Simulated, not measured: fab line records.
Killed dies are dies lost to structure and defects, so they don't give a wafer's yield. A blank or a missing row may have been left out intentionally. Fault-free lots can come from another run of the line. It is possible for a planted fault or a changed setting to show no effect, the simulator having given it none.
What tool caused it? -- flow sky130 -- 24 lots, 72 wafers sampled, at 6 steps of a route of 708

== WHAT THE GAUGES SHOWED, per wafer ==
Not one reading of a measure or inspect step in the record can be checked against a usual standard deviation.

== WHAT TOOL EACH LOT RAN ON (gives the tool, then ch and the chambers of the sampled wafers, and finally the start) ==
lot,SKY_VT_ADJUST_HVTP_STRIP_10,SKY_LI_CONTACT_ETCH_14,SKY_VIA1_STRIP_16,SKY_METAL3_STRIP_19,SKY_METAL5_STRIP_16,SKY_PASSIVATION_CVD_00
L074,"plasmaAsher-04 ch 0,1, day 5 23:15","rieDiel-03 ch 0,1,2, day 28 23:50","plasmaAsher-02 ch 0,1, day 33 21:25","plasmaAsher-03 ch 0,1, day 38 13:54","plasmaAsher-02 ch 0,1, day 43 20:29","pecvd-04 ch 0,1,2, day 43 21:04"
L075,"plasmaAsher-04 ch 0,1, day 6 05:55","rieDiel-01 ch 0,1,2, day 29 06:23","plasmaAsher-02 ch 0,1, day 34 07:23","plasmaAsher-01 ch 0,1, day 38 22:45","plasmaAsher-01 ch 0,1, day 44 03:26","pecvd-03 ch 0,2, day 44 04:01"
L076,"plasmaAsher-03 ch 0,1, day 6 12:26","rieDiel-03 ch 0,1,3, day 29 14:49","plasmaAsher-01 ch 0,1, day 34 13:28","plasmaAsher-02 ch 0,1, day 39 04:06","plasmaAsher-02 ch 0,1, day 44 09:34","pecvd-04 ch 0,2, day 44 10:10"
L077,"plasmaAsher-04 ch 0,1, day 6 19:49","rieDiel-03 ch 0,2,3, day 30 02:43","plasmaAsher-02 ch 0, day 34 23:44","plasmaAsher-01 ch 0,1, day 39 12:48","plasmaAsher-01 ch 0,1, day 44 16:34","pecvd-01 ch 0,1,2, day 44 17:11"
L078,"plasmaAsher-03 ch 0,1, day 7 03:14","rieDiel-03 ch 0,1,3, day 30 08:44","plasmaAsher-03 ch 0,1, day 35 06:28","plasmaAsher-03 ch 0,1, day 39 19:40","plasmaAsher-01 ch 0,1, day 44 22:50","pecvd-04 ch 0,1, day 44 23:29"
L079,"plasmaAsher-03 ch 0,1, day 7 06:05","rieDiel-02 ch 0,1,2, day 30 12:41","plasmaAsher-02 ch 0,1, day 35 10:50","plasmaAsher-01 ch 0,1, day 39 23:33","plasmaAsher-04 ch 0,1, day 45 01:26","pecvd-03 ch 0,1,2, day 45 02:02"
L080,"plasmaAsher-03 ch 0,1, day 7 10:05","rieDiel-03 ch 1,2, day 30 20:49","plasmaAsher-01 ch 0,1, day 35 16:26","plasmaAsher-02 ch 0,1, day 40 04:09","plasmaAsher-04 ch 0,1, day 45 05:07","pecvd-03 ch 1,2, day 45 05:42"
L081,"plasmaAsher-02 ch 0,1, day 7 21:25","rieDiel-01 ch 2,3, day 31 09:02","plasmaAsher-03 ch 0,1, day 36 05:35","plasmaAsher-01 ch 0,1, day 40 16:13","plasmaAsher-02 ch 0,1, day 45 18:20","pecvd-03 ch 0,1, day 45 18:58"
L082,"plasmaAsher-02 ch 0,1, day 8 06:38","rieDiel-02 ch 0,1,3, day 32 02:23","plasmaAsher-02 ch 0,1, day 36 22:08","plasmaAsher-02 ch 0,1, day 41 07:52","plasmaAsher-01 ch 0,1, day 46 06:13","pecvd-01 ch 0,1,2, day 46 06:54"
L083,"plasmaAsher-04 ch 1, day 8 08:29","rieDiel-03 ch 0,1,3, day 32 01:38","plasmaAsher-03 ch 0,1, day 36 20:05","plasmaAsher-01 ch 0,1, day 41 07:16","plasmaAsher-04 ch 0,1, day 46 06:56","pecvd-04 ch 1,2, day 46 07:37"
L084,"plasmaAsher-04 ch 0,1, day 8 16:11","rieDiel-01 ch 1,2,3, day 32 11:50","plasmaAsher-02 ch 1, day 37 06:55","plasmaAsher-01 ch 0,1, day 41 16:08","plasmaAsher-01 ch 0,1, day 46 13:31","pecvd-03 ch 0,1, day 46 14:07"
L085,"plasmaAsher-02 ch 0, day 9 02:05","rieDiel-03 ch 1,2, day 33 02:44","plasmaAsher-03 ch 0,1, day 37 20:28","plasmaAsher-01 ch 0,1, day 42 06:53","plasmaAsher-04 ch 0,1, day 47 02:23","pecvd-03 ch 0,1,2, day 47 02:59"
L086,"plasmaAsher-02 ch 1, day 9 08:04","rieDiel-02 ch 0,3, day 33 05:38","plasmaAsher-02 ch 0,1, day 38 02:26","plasmaAsher-02 ch 0, day 42 10:24","plasmaAsher-02 ch 0,1, day 47 04:01","pecvd-04 ch 0,1,2, day 47 04:37"
L087,"plasmaAsher-03 ch 0,1, day 9 10:32","rieDiel-02 ch 0,1,3, day 33 10:16","plasmaAsher-02 ch 0,1, day 38 04:49","plasmaAsher-02 ch 0,1, day 42 13:44","plasmaAsher-02 ch 0,1, day 47 08:04","pecvd-04 ch 0,1, day 47 08:51"
L088,"plasmaAsher-03 ch 0,1, day 9 16:22","rieDiel-03 ch 1,2,3, day 33 13:14","plasmaAsher-02 ch 0,1, day 38 07:41","plasmaAsher-01 ch 0,1, day 42 15:41","plasmaAsher-02 ch 0,1, day 47 08:43","pecvd-01 ch 0,1,2, day 47 09:22"
L089,"plasmaAsher-02 ch 0,1, day 10 00:38","rieDiel-02 ch 0,2,3, day 34 05:53","plasmaAsher-03 ch 0,1, day 38 23:16","plasmaAsher-01 ch 0,1, day 43 07:21","plasmaAsher-01 ch 0,1, day 48 00:02","pecvd-03 ch 0,1, day 48 00:35"
L090,"plasmaAsher-04 ch 0,1, day 10 05:52","rieDiel-01 ch 0,1,2, day 34 09:53","plasmaAsher-02 ch 0,1, day 39 01:11","plasmaAsher-03 ch 0,1, day 43 07:51","plasmaAsher-04 ch 0,1, day 48 00:14","pecvd-04 ch 0,1,2, day 48 00:50"
L091,"plasmaAsher-03 ch 0,1, day 10 13:02","rieDiel-01 ch 1,2,3, day 34 20:58","plasmaAsher-03 ch 0,1, day 39 11:52","plasmaAsher-02 ch 0, day 43 18:01","plasmaAsher-01 ch 0, day 48 09:50","pecvd-03 ch 0,1,2, day 48 10:26"
L092,"plasmaAsher-03 ch 0,1, day 10 22:11","rieDiel-01 ch 0,3, day 35 05:05","plasmaAsher-02 ch 0,1, day 39 18:29","plasmaAsher-02 ch 0,1, day 43 21:24","plasmaAsher-01 ch 0,1, day 48 11:22","pecvd-03 ch 0,2, day 48 12:00"
L093,"plasmaAsher-03 ch 0,1, day 11 07:11","rieDiel-03 ch 2,3, day 35 22:44","plasmaAsher-01 ch 0,1, day 40 11:41","plasmaAsher-02 ch 0,1, day 44 15:21","plasmaAsher-02 ch 0,1, day 49 02:16","pecvd-01 ch 0,1,2, day 49 02:53"
L094,"plasmaAsher-03 ch 0,1, day 11 08:32","rieDiel-02 ch 1,2,3, day 36 00:38","plasmaAsher-03 ch 0,1, day 40 12:59","plasmaAsher-03 ch 0,1, day 44 15:39","plasmaAsher-04 ch 0,1, day 49 03:01","pecvd-04 ch 0,2, day 49 03:34"
L095,"plasmaAsher-03 ch 0,1, day 11 13:01","rieDiel-03 ch 1,2,3, day 36 05:32","plasmaAsher-02 ch 0,1, day 40 16:19","plasmaAsher-01 ch 0,1, day 44 21:01","plasmaAsher-01 ch 0,1, day 49 05:29","pecvd-03 ch 0,1,2, day 49 06:05"
L096,"plasmaAsher-03 ch 0,1, day 11 18:59","rieDiel-01 ch 0,1,2, day 36 09:29","plasmaAsher-03 ch 0,1, day 40 20:07","plasmaAsher-03 ch 0,1, day 44 22:00","plasmaAsher-02 ch 0,1, day 49 07:50","pecvd-03 ch 0,1,2, day 49 08:29"
L097,"plasmaAsher-02 ch 0,1, day 12 02:35","rieDiel-01 ch 0,1,3, day 36 12:23","plasmaAsher-02 ch 0,1, day 40 23:29","plasmaAsher-02 ch 0,1, day 45 00:32","plasmaAsher-01 ch 0, day 49 09:31","pecvd-04 ch 0,2, day 49 10:20"
- SKY_VT_ADJUST_HVTP_STRIP_10: strips in O2/N2.
- SKY_LI_CONTACT_ETCH_14: etches BARC in N2/H2, stops on SiO2, time 45.9 s, target depth 60 nm.
- SKY_VIA1_STRIP_16: strips in O2/N2.
- SKY_METAL3_STRIP_19: strips in O2/N2.
- SKY_METAL5_STRIP_16: strips in O2/N2.
- SKY_PASSIVATION_CVD_00: deposits SiO2, target thk 90 nm.

== WHAT THE TOOLS THEMSELVES READ (means of the sampled wafers that have a number; where no wafer has one, the mark that the record gives instead) ==
SKY_VT_ADJUST_HVTP_STRIP_10. Usual: drypumpMotorCurrentA 5.71 A, standard deviation 0.26; oesProductAu 0.715 a.u., standard deviation 0.0047; stripTimeToEndpointS 14.19 s, standard deviation 0.049.
lot,tool,drypumpMotorCurrentA (A),oesProductAu (a.u.),stripTimeToEndpointS (s),flag
L074,plasmaAsher-04,5.75,0.711,14.08,
L075,plasmaAsher-04,5.74,0.719,14.26,
L076,plasmaAsher-03,5.65,0.716,14.21,
L077,plasmaAsher-04,5.73,0.715,14.15,
L078,plasmaAsher-03,5.79,0.718,14.25,
L079,plasmaAsher-03,5.64,0.712,14.16,
L080,plasmaAsher-03,5.77,0.712,14.16,
L081,plasmaAsher-02,5.76,0.715,14.26,
L082,plasmaAsher-02,5.76,0.716,14.15,
L083,plasmaAsher-04,5.95,0.716,14.16,
L084,plasmaAsher-04,5.74,0.716,14.18,
L085,plasmaAsher-02,5.62,0.713,14.13,
L086,plasmaAsher-02,6.01,0.715,14.22,
L087,plasmaAsher-03,5.66,0.712,14.22,
L088,plasmaAsher-03,5.77,0.717,14.18,
L089,plasmaAsher-02,5.74,0.718,14.24,
L090,plasmaAsher-04,5.72,0.715,14.24,
L091,plasmaAsher-03,5.64,0.717,14.22,
L092,plasmaAsher-03,5.65,0.713,14.18,
L093,plasmaAsher-03,5.64,0.712,14.13,
L094,plasmaAsher-03,5.64,0.711,14.17,
L095,plasmaAsher-03,5.77,0.715,14.17,
L096,plasmaAsher-03,5.66,0.716,14.20,
L097,plasmaAsher-02,5.73,0.714,14.24,

SKY_LI_CONTACT_ETCH_14. Usual: drypumpMotorCurrentA 5.7 A, standard deviation 0.35; oesProductAu 0.853 a.u., standard deviation 0.0046; throttleValvePct 13.224 %, standard deviation 0.0086.
lot,tool,drypumpMotorCurrentA (A),oesProductAu (a.u.),throttleValvePct (%),flag
L074,rieDiel-03,5.3,0.855,13.230,
L075,rieDiel-01,5.9,0.856,13.229,
L076,rieDiel-03,5.6,0.854,13.219,
L077,rieDiel-03,5.5,0.852,13.227,
L078,rieDiel-03,5.5,0.849,13.220,
L079,rieDiel-02,5.6,0.850,13.227,
L080,rieDiel-03,5.3,0.857,13.224,
L081,rieDiel-01,5.9,0.851,13.224,
L082,rieDiel-02,5.8,0.853,13.222,
L083,rieDiel-03,5.6,0.856,13.223,
L084,rieDiel-01,5.9,0.853,13.228,
L085,rieDiel-03,5.3,0.849,13.223,
L086,rieDiel-02,5.9,0.857,13.224,
L087,rieDiel-02,5.8,0.852,13.227,
L088,rieDiel-03,5.5,0.858,13.225,
L089,rieDiel-02,5.6,0.855,13.220,
L090,rieDiel-01,5.9,0.856,13.226,
L091,rieDiel-01,5.9,0.852,13.227,
L092,rieDiel-01,5.4,0.856,13.224,
L093,rieDiel-03,5.7,0.854,13.229,
L094,rieDiel-02,5.6,0.854,13.228,
L095,rieDiel-03,5.5,0.851,13.224,
L096,rieDiel-01,5.9,0.852,13.226,
L097,rieDiel-01,5.6,0.857,13.227,

SKY_VIA1_STRIP_16. Usual: drypumpMotorCurrentA 5.85 A, standard deviation 0.28; oesProductAu 0.414 a.u., standard deviation 0.0048; stripTimeToEndpointS 4.455 s, standard deviation 0.024.
lot,tool,drypumpMotorCurrentA (A),oesProductAu (a.u.),stripTimeToEndpointS (s),flag
L074,plasmaAsher-02,5.75,0.408,4.461,
L075,plasmaAsher-02,5.76,0.418,4.451,
L076,plasmaAsher-01,6.33,0.412,4.422,
L077,plasmaAsher-02,5.65,0.413,4.425,
L078,plasmaAsher-03,5.67,0.411,4.407,
L079,plasmaAsher-02,5.87,0.411,4.450,
L080,plasmaAsher-01,6.33,0.413,4.457,
L081,plasmaAsher-03,5.64,0.414,4.465,
L082,plasmaAsher-02,5.88,0.416,4.468,
L083,plasmaAsher-03,5.79,0.414,4.457,
L084,plasmaAsher-02,6.01,0.413,4.437,
L085,plasmaAsher-03,5.77,0.416,4.422,
L086,plasmaAsher-02,5.87,0.415,4.483,
L087,plasmaAsher-02,5.76,0.412,4.440,
L088,plasmaAsher-02,5.87,0.409,4.443,
L089,plasmaAsher-03,5.78,0.418,4.465,
L090,plasmaAsher-02,5.75,0.414,4.468,
L091,plasmaAsher-03,5.77,0.416,4.462,
L092,plasmaAsher-02,5.88,0.412,4.452,
L093,plasmaAsher-01,6.35,0.414,4.485,
L094,plasmaAsher-03,5.65,0.418,4.449,
L095,plasmaAsher-02,5.87,0.413,4.454,
L096,plasmaAsher-03,5.64,0.415,4.478,
L097,plasmaAsher-02,5.76,0.418,4.448,

SKY_METAL3_STRIP_19. Usual: drypumpMotorCurrentA 6.0 A, standard deviation 0.34; oesProductAu 0.504 a.u., standard deviation 0.0058; stripTimeToEndpointS 6.58 s, standard deviation 0.088.
lot,tool,drypumpMotorCurrentA (A),oesProductAu (a.u.),stripTimeToEndpointS (s),flag
L074,plasmaAsher-03,5.8,0.507,6.68,
L075,plasmaAsher-01,6.4,0.493,6.45,
L076,plasmaAsher-02,5.7,0.502,6.43,
L077,plasmaAsher-01,6.3,0.502,6.56,
L078,plasmaAsher-03,5.6,0.501,6.48,
L079,plasmaAsher-01,6.4,0.498,6.50,
L080,plasmaAsher-02,5.7,0.507,6.57,
L081,plasmaAsher-01,6.4,0.507,6.55,
L082,plasmaAsher-02,5.7,0.509,6.61,
L083,plasmaAsher-01,6.3,0.504,6.65,
L084,plasmaAsher-01,6.3,0.501,6.57,
L085,plasmaAsher-01,6.4,0.509,6.54,
L086,plasmaAsher-02,5.6,0.503,6.57,
L087,plasmaAsher-02,5.7,0.501,6.53,
L088,plasmaAsher-01,6.4,0.509,6.63,
L089,plasmaAsher-01,6.4,0.512,6.66,
L090,plasmaAsher-03,5.7,0.504,6.58,
L091,plasmaAsher-02,5.7,0.508,6.66,
L092,plasmaAsher-02,5.8,0.502,6.60,
L093,plasmaAsher-02,5.9,0.506,6.60,
L094,plasmaAsher-03,5.7,0.507,6.63,
L095,plasmaAsher-01,6.4,0.501,6.58,
L096,plasmaAsher-03,5.8,0.507,6.64,
L097,plasmaAsher-02,5.9,0.505,6.63,

SKY_METAL5_STRIP_16. Usual: drypumpMotorCurrentA 6.0 A, standard deviation 0.4; oesProductAu 0.710 a.u., standard deviation 0.005; stripTimeToEndpointS 13.19 s, standard deviation 0.082.
lot,tool,drypumpMotorCurrentA (A),oesProductAu (a.u.),stripTimeToEndpointS (s),flag
L074,plasmaAsher-02,5.9,0.709,13.22,
L075,plasmaAsher-01,6.4,0.714,13.27,
L076,plasmaAsher-02,5.7,0.709,13.28,
L077,plasmaAsher-01,6.4,0.712,13.20,
L078,plasmaAsher-01,6.4,0.706,13.09,
L079,plasmaAsher-04,5.7,0.709,13.09,
L080,plasmaAsher-04,5.5,0.708,13.17,
L081,plasmaAsher-02,5.7,0.711,13.20,
L082,plasmaAsher-01,6.4,0.701,13.20,
L083,plasmaAsher-04,5.7,0.716,13.15,
L084,plasmaAsher-01,6.5,0.712,13.11,
L085,plasmaAsher-04,5.5,0.711,13.12,
L086,plasmaAsher-02,5.7,0.711,13.26,
L087,plasmaAsher-02,5.8,0.714,13.11,
L088,plasmaAsher-02,5.7,0.709,13.19,
L089,plasmaAsher-01,6.3,0.714,13.04,
L090,plasmaAsher-04,5.5,0.715,13.25,
L091,plasmaAsher-01,6.3,0.710,13.12,
L092,plasmaAsher-01,6.5,0.708,13.22,
L093,plasmaAsher-02,5.9,0.709,13.23,
L094,plasmaAsher-04,5.8,0.711,13.14,
L095,plasmaAsher-01,6.3,0.708,13.16,
L096,plasmaAsher-02,5.9,0.715,13.26,
L097,plasmaAsher-01,6.2,0.714,13.12,

SKY_PASSIVATION_CVD_00. Usual: 688 W for heaterPowerW, sd 75.
lot,tool,heaterPowerW (W),flag
L074,pecvd-04,743,
L075,pecvd-03,602,
L076,pecvd-04,783,
L077,pecvd-01,708,
L078,pecvd-04,665,
L079,pecvd-03,657,
L080,pecvd-03,629,
L081,pecvd-03,684,
L082,pecvd-01,737,
L083,pecvd-04,732,
L084,pecvd-03,699,
L085,pecvd-03,635,
L086,pecvd-04,722,
L087,pecvd-04,721,
L088,pecvd-01,683,
L089,pecvd-03,696,
L090,pecvd-04,731,
L091,pecvd-03,607,
L092,pecvd-03,638,
L093,pecvd-01,694,
L094,pecvd-04,789,
L095,pecvd-03,615,
L096,pecvd-03,662,
L097,pecvd-04,741,

== THE ANSWER, worked out from the rows above alone ==
Rule: a lot counts as off when the mean over its wafers that have a number is more than 3 standard deviations away from the usual mean. A lot without any number at a reading at which 4 lots or more have one is off too. All remaining lots with rows at the step are treated as sound. The gauges are gone through in route order, then the tools' own readings, and for those a lot's mean is taken as printed above. At the first step where some lot is off, the reading lying furthest off is the one used; lots without a number count as furthest.
No lot is off at any reading shown: from this, nothing can be told.

== WHAT THE SIMULATOR HAD INSERTED ==
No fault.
